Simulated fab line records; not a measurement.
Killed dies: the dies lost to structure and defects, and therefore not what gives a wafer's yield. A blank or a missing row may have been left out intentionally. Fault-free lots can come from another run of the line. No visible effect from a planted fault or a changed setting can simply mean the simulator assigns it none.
Chamber matching -- flow sky130 -- SKY_FIELD_ISO_CMP_27 on cmp-01 has 4 sister chambers
The step polishes, stops on Si3N4, t overpolish 16 s, target thk 457.8 nm. 8 wafers are shown with their chamber, then 9 later ones without.

WAFERS, EACH WITH ITS CHAMBER
wafer,chamber,motorCurrentA (A),timeToEndpointS (s)
L146.1,2,12.0,123
L146.6,1,9.6,109
L148.1,3,11.1,107
L148.3,0,11.6,109
L148.5,3,11.2,111
L153.1,2,12.3,120
L153.2,0,11.7,113
L153.4,1,9.4,110

WAFERS WITH NO CHAMBER GIVEN
wafer,motorCurrentA (A),timeToEndpointS (s)
L159.3,11.5,107
L159.4,12.3,116
L159.5,9.6,104
L160.1,11.6,123
L160.3,9.5,106
L160.6,12.5,124
L162.1,11.1,107
L162.2,12.5,114
L162.3,11.8,103

THE CHAMBER EACH PASSED THROUGH
wafer,from the rows above,in truth
L159.3,can't be placed: 0 or 3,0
L159.4,2,2
L159.5,1,1
L160.1,can't be placed: 2 or 0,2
L160.3,1,1
L160.6,2,2
L162.1,3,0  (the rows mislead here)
L162.2,2,2
L162.3,can't be placed: 0 or 3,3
Correct placement for 5 of the 9. Not placeable from these rows: 3 (in 3, the candidates include the true chamber). Number placed wrongly: 1.
How it was worked out, from the rows above alone: a wafer's distance from a chamber is the root of the sum, over the readings, of the square of ((its reading less the chamber's mean) divided by the reading's scatter). The wafer belongs to the nearest chamber; if the next one is less than 2 further off, it can't be placed. For every chamber, the mean is computed from those of its wafers that are shown. The scatter: take each reading less its chamber's mean, square it, sum over the shown wafers, divide by the number of wafers less the number of chambers, and take the root.
